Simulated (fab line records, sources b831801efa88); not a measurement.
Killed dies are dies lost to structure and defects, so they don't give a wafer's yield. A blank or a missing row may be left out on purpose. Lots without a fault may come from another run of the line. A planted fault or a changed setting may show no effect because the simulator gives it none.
A sampling plan put to the test | flow sky130 | one fab line, 47 faults that these records tell of, each judged on the records of the lots that it struck
The plan is the line's own looks: the steps of the route at which a gauge or an inspection reads the wafer and doesn't change it. A look can be judged if struck wafers have a number there and the file gives its usual mean and standard deviation on fault-free wafers. Caught: at a look after the fault's first step, the mean of the struck wafers lies 4 or more of those standard deviations (sigma) from the usual mean. On the tool: the same test on the tool's own readings at the fault's steps. Another recipe on the struck wafers, or a record that is blank for them alone, also counts as caught.

THE FAULTS, as the simulator had put them in
1. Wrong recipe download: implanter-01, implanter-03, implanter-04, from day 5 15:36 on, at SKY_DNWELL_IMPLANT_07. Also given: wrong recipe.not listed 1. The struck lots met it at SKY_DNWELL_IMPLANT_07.
2. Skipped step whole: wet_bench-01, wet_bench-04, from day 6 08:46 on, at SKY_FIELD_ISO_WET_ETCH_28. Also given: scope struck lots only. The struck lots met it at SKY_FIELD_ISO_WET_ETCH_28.
3. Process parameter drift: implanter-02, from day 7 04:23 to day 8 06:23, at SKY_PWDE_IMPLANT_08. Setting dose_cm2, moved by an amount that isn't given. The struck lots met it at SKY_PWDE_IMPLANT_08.
4. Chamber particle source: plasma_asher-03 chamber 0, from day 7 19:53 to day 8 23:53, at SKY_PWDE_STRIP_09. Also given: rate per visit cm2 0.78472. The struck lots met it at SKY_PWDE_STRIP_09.
5. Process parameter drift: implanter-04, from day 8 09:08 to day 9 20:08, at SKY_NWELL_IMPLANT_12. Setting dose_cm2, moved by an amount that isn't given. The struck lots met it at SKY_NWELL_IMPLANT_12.
6. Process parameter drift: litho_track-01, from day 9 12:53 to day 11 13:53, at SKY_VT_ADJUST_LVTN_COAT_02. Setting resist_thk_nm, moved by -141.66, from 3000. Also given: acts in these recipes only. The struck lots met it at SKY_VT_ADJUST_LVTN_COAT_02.
7. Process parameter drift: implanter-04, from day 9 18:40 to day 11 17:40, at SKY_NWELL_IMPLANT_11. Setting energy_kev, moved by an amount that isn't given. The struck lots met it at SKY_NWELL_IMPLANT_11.
8. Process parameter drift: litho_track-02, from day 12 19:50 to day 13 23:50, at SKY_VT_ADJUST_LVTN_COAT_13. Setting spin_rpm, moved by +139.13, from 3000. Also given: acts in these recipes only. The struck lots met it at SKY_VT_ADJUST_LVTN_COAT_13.
9. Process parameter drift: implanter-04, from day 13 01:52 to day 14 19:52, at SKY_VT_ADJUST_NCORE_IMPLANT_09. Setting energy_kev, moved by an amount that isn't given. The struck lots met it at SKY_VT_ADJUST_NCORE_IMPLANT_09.
10. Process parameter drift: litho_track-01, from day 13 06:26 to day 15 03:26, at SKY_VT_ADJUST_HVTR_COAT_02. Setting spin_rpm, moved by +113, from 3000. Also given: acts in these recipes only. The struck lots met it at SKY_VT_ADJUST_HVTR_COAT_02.
11. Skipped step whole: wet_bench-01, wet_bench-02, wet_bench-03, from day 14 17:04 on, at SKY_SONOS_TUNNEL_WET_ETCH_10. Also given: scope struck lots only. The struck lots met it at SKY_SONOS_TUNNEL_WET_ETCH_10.
12. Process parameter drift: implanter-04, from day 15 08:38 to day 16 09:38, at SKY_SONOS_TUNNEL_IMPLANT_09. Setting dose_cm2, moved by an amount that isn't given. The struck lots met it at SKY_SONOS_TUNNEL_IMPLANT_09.
13. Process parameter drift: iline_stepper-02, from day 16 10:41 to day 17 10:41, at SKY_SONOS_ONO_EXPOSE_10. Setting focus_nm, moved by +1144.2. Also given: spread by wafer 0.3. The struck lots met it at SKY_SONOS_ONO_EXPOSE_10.
14. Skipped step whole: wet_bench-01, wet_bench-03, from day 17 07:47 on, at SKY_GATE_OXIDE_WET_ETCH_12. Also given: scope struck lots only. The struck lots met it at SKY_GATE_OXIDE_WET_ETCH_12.
15. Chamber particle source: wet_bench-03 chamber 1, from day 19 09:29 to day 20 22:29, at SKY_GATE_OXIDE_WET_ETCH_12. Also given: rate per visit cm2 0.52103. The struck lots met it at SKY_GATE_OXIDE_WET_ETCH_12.
16. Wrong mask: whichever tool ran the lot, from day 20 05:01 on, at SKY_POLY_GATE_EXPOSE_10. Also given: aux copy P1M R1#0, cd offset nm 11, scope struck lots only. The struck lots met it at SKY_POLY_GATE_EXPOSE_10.
17. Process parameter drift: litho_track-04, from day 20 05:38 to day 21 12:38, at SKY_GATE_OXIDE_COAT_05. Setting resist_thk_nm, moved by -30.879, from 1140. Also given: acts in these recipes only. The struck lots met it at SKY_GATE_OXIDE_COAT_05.
18. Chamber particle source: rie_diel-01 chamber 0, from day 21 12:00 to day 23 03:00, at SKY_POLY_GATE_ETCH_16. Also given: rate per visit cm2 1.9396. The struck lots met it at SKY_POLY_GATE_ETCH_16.
19. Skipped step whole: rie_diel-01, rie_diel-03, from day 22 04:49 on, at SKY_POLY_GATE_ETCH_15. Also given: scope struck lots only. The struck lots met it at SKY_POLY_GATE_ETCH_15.
20. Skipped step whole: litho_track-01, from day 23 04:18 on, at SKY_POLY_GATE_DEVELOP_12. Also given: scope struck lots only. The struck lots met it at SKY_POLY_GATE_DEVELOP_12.
21. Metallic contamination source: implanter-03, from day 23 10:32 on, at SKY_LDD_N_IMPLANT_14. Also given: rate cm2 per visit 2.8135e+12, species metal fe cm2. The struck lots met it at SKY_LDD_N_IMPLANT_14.
22. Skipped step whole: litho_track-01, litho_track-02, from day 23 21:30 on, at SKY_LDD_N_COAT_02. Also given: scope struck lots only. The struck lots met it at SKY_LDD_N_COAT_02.
23. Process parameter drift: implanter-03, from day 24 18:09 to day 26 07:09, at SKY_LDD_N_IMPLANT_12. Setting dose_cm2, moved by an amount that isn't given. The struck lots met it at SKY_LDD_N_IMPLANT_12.
24. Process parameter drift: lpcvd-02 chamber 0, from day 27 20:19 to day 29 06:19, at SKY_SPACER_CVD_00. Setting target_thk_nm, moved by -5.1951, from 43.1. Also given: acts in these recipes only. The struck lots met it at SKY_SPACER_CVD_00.
25. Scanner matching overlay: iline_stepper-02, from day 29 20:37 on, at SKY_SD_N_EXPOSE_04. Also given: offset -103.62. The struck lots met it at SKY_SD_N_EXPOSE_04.
26. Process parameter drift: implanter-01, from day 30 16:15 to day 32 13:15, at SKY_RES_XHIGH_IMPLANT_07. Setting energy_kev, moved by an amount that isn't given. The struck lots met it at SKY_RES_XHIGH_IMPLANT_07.
27. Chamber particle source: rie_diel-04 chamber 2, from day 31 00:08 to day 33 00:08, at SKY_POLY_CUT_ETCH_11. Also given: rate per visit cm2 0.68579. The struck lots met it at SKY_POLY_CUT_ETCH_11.
28. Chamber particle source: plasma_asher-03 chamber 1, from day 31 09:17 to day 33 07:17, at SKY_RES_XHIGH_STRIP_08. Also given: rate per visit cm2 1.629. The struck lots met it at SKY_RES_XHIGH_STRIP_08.
29. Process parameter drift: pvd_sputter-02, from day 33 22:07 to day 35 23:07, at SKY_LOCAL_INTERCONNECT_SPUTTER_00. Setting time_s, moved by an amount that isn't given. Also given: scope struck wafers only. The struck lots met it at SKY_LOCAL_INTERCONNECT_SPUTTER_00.
30. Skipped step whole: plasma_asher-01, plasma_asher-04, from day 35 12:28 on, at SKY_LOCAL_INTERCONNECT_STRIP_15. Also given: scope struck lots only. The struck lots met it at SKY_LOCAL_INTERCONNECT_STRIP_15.
31. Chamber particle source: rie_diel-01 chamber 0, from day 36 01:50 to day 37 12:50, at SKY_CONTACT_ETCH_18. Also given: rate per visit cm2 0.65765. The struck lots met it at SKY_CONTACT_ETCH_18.
32. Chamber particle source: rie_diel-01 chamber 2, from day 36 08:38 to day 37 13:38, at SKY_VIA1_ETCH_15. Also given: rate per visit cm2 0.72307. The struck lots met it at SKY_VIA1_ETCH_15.
33. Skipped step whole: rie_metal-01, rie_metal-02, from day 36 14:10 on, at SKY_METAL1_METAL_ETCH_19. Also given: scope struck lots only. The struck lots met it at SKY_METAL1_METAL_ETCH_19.
34. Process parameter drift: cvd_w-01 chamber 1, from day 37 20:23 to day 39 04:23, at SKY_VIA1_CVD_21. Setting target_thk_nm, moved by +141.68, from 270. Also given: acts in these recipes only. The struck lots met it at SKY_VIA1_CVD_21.
35. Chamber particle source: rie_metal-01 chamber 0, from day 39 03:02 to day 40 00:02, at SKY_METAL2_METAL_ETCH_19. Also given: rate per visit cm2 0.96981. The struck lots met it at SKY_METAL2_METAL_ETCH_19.
36. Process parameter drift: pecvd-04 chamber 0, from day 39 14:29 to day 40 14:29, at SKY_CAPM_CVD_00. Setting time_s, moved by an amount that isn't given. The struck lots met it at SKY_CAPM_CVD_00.
37. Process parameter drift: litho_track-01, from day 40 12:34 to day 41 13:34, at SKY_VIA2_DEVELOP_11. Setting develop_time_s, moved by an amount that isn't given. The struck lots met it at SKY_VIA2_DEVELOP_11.
38. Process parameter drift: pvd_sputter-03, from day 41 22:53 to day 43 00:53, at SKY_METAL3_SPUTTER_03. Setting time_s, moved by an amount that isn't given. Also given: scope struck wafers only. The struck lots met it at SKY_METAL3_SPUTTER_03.
39. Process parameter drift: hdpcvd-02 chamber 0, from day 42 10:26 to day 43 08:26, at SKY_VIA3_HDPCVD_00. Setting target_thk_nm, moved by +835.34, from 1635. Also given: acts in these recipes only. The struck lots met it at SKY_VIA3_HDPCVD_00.
40. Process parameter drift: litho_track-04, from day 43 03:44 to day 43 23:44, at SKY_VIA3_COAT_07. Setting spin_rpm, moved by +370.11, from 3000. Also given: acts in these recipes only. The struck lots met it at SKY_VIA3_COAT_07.
41. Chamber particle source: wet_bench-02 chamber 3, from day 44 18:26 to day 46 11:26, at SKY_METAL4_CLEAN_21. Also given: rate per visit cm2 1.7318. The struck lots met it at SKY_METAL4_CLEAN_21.
42. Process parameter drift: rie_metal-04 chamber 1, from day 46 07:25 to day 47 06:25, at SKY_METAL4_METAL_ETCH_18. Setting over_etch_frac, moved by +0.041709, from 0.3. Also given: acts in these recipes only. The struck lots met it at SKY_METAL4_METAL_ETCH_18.
43. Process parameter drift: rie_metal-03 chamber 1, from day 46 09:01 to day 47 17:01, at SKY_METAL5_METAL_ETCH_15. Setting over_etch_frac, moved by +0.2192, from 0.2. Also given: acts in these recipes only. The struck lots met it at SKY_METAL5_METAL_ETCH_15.
44. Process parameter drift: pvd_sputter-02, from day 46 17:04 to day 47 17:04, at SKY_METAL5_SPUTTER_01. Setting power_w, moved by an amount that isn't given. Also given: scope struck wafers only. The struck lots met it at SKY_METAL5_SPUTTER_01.
45. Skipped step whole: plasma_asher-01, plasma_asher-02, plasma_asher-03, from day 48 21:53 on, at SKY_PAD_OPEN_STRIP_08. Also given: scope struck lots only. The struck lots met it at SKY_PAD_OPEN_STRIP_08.
46. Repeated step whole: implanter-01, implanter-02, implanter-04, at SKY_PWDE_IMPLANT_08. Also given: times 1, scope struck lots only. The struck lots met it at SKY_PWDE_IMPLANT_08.
47. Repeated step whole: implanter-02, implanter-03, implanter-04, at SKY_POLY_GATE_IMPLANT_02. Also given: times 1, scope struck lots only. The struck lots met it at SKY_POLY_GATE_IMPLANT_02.

WHAT THE PLAN SAW
fault | on the tool itself                               | first look that catches it                      | reading, sigma                                                        | median hours from its first step to that look | hours from the fault's start to the first struck lot there | judged looks passed uncaught
1     | no reading that can be judged                    | SKY_DNWELL_TW_MEAS_09                           | DNWELL_TW +99 or beyond                                               | 0.2                                           | 5                                                          | 0
2     | no reading that can be judged                    | none of the 4 looks that can be judged after it | -                                                                     | -                                             | -                                                          | 4
3     | dose_ions_cm2 +99 or beyond sigma                | SKY_PWDE_TW_MEAS_10                             | PWDE_TW +6.2                                                          | 0.2                                           | 5                                                          | 0
4     | under 2 sigma                                    | none of the 2 looks that can be judged after it | -                                                                     | -                                             | -                                                          | 2
5     | dose_ions_cm2 -78 sigma                          | no look after it can be judged                  | -                                                                     | -                                             | -                                                          | 0
6     | under 2 sigma                                    | none of the 2 looks that can be judged after it | -                                                                     | -                                             | -                                                          | 2
7     | beam_energy_keV +99 or beyond sigma              | SKY_NWELL_RS_MEAS_29                            | NWELL_RS -16                                                          | 23.2                                          | 25                                                         | 0
8     | spin_speed_rpm +72 sigma                         | none of the 2 looks that can be judged after it | -                                                                     | -                                             | -                                                          | 2
9     | beam_energy_keV +99 or beyond sigma              | not the one look that can be judged after it    | strongest: VT_ADJUST_NCORE_TW at SKY_VT_ADJUST_NCORE_TW_MEAS_11, +3.5 | -                                             | -                                                          | 1
10    | spin_speed_rpm +66 sigma                         | not the one look that can be judged after it    | -                                                                     | -                                             | -                                                          | 1
11    | the tool's record is blank for the struck wafers | no look after it can be judged                  | -                                                                     | -                                             | -                                                          | 0
12    | dose_ions_cm2 -99 or beyond sigma                | SKY_SONOS_TUNNEL_TW_MEAS_12                     | SONOS_TUNNEL_TW -21                                                   | 0.4                                           | 5                                                          | 0
13    | exposure_dose_mJ_cm2 -99 or beyond sigma         | SKY_SONOS_ONO_CD_MEAS_13                        | cd_nm -45                                                             | 14.0                                          | 30                                                         | 0
14    | the tool's record is blank for the struck wafers | no look after it can be judged                  | -                                                                     | -                                             | -                                                          | 0
15    | no reading that can be judged                    | no look after it can be judged                  | -                                                                     | -                                             | -                                                          | 0
16    | under 2 sigma                                    | SKY_POLY_GATE_CD_MEAS_13                        | cd_nm +7.1                                                            | 14.8                                          | 17                                                         | 0
17    | no reading that can be judged                    | no look after it can be judged                  | -                                                                     | -                                             | -                                                          | 0
18    | under 2 sigma                                    | not the one look that can be judged after it    | -                                                                     | -                                             | -                                                          | 1
19    | the tool's record is blank for the struck wafers | no look after it can be judged                  | -                                                                     | -                                             | -                                                          | 0
20    | no reading that can be judged                    | no look after it can be judged                  | -                                                                     | -                                             | -                                                          | 0
21    | no reading that can be judged                    | none of the 6 looks that can be judged after it | -                                                                     | -                                             | -                                                          | 6
22    | the tool's record is blank for the struck wafers | SKY_LDD_P_TW_MEAS_11                            | LDD_P_TW +99 or beyond                                                | 44.7                                          | 49                                                         | 0
23    | dose_ions_cm2 +99 or beyond sigma                | no look after it can be judged                  | -                                                                     | -                                             | -                                                          | 0
24    | under 2 sigma                                    | SKY_SPACER_THK_MEAS_01                          | SPACER_CVD_00_THK -11                                                 | 1.2                                           | 8                                                          | 0
25    | no reading that can be judged                    | SKY_SD_N_OVL_MEAS_08                            | SD_N_OVL -64                                                          | 13.2                                          | 33                                                         | 0
26    | beam_energy_keV +69 sigma                        | no look after it can be judged                  | -                                                                     | -                                             | -                                                          | 0
27    | only faintly: oes_product_au -2.0 sigma          | not the one look that can be judged after it    | -                                                                     | -                                             | -                                                          | 1
28    | under 2 sigma                                    | none of the 2 looks that can be judged after it | -                                                                     | -                                             | -                                                          | 2
29    | under 2 sigma                                    | SKY_LOCAL_INTERCONNECT_RS_MEAS_01               | LOCAL_INTERCONNECT_TIN_RS +99 or beyond                               | 0.1                                           | 29                                                         | 0
30    | the tool's record is blank for the struck wafers | no look after it can be judged                  | -                                                                     | -                                             | -                                                          | 0
31    | under 2 sigma                                    | none of the 6 looks that can be judged after it | -                                                                     | -                                             | -                                                          | 6
32    | under 2 sigma                                    | none of the 2 looks that can be judged after it | -                                                                     | -                                             | -                                                          | 2
33    | the tool's record is blank for the struck wafers | no look after it can be judged                  | -                                                                     | -                                             | -                                                          | 0
34    | under 2 sigma                                    | SKY_VIA1_RS_MEAS_22                             | VIA1_W_RS -22                                                         | 0.1                                           | 7                                                          | 0
35    | under 2 sigma                                    | none of the 2 looks that can be judged after it | -                                                                     | -                                             | -                                                          | 2
36    | under 2 sigma                                    | SKY_CAPM_THK_MEAS_01                            | CAPM_CVD_00_THK -4.6                                                  | 0.0                                           | 5                                                          | 0
37    | no reading that can be judged                    | not the one look that can be judged after it    | strongest: cd_nm at SKY_VIA2_CD_MEAS_12, +2.6                         | -                                             | -                                                          | 1
38    | under 2 sigma                                    | no look after it can be judged                  | -                                                                     | -                                             | -                                                          | 0
39    | under 2 sigma                                    | SKY_VIA3_THK_MEAS_01                            | VIA3_HDPCVD_THK +48                                                   | 0.2                                           | 1                                                          | 0
40    | spin_speed_rpm +99 or beyond sigma               | no look after it can be judged                  | -                                                                     | -                                             | -                                                          | 0
41    | no reading that can be judged                    | not the one look that can be judged after it    | -                                                                     | -                                             | -                                                          | 1
42    | only faintly: oes_product_au -3.0 sigma          | no look after it can be judged                  | -                                                                     | -                                             | -                                                          | 0
43    | oes_product_au -14 sigma                         | no look after it can be judged                  | -                                                                     | -                                             | -                                                          | 0
44    | cathode_dc_power_W -99 or beyond sigma           | no look after it can be judged                  | -                                                                     | -                                             | -                                                          | 0
45    | no reading that can be judged                    | no look after it can be judged                  | -                                                                     | -                                             | -                                                          | 0
46    | under 2 sigma                                    | SKY_PWDE_TW_MEAS_10                             | PWDE_TW +38                                                           | 0.6                                           | -                                                          | 0
47    | no reading that can be judged                    | not the one look that can be judged after it    | strongest: POLY_GATE_TW at SKY_RES_PROTECT_TW_MEAS_08, +3.4           | -                                             | -                                                          | 1
A dash: the fault isn't caught, or these records don't give the number.

Caught at a look: 14 of 47. Caught on the tool: 19 of 47. By one or the other: 28 of 47.
Caught on the tool alone: faults 5, 8, 9, 10, 11, 14, 19, 23, 26, 30, 33, 40, 43, 44.
Caught at a look alone: faults 1, 16, 24, 25, 29, 34, 36, 39, 46.
Caught by neither: faults 2, 4, 6, 15, 17, 18, 20, 21, 27, 28, 31, 32, 35, 37, 38, 41, 42, 45, 47.

THINNER SAMPLING
If the look that catches a fault measured only every second or every third lot, by lot number, the first struck lot would be measured this late in the worst case:
fault | struck lots at that look, in order of time | every lot | every second lot | every third lot
1     | L135, L137, L136, L138                     | 5 h       | 12 h             | 12 h
3     | L832, L833                                 | 5 h       | 6 h              | may miss all 2
7     | L510, L511                                 | 25 h      | 35 h             | may miss all 2
12    | L802, L803                                 | 5 h       | 8 h              | may miss all 2
13    | L718                                       | 30 h      | may miss it      | may miss it
16    | L178                                       | 17 h      | may miss it      | may miss it
22    | L956, L957                                 | 49 h      | 56 h             | may miss all 2
24    | L791, L792                                 | 8 h       | 14 h             | may miss all 2
25    | L623, L624, L625, L626                     | 33 h      | 43 h             | 51 h
29    | L921                                       | 29 h      | may miss it      | may miss it
34    | L560                                       | 7 h       | may miss it      | may miss it
36    | L641                                       | 5 h       | may miss it      | may miss it
39    | L264, L267                                 | 1 h       | 9 h              | may miss all 2
Hours are from the fault's start to the first struck lot that is measured. The limit of 4 sigma was tested on all struck wafers together, so one lot alone may lie under it. Other struck lots may not be in these records.

THE LONGEST TIMED WAY FROM STEP TO LOOK
Fault 22: a median of 44.7 hours passes between SKY_LDD_N_COAT_02 and SKY_LDD_P_TW_MEAS_11. No look between them can be judged.
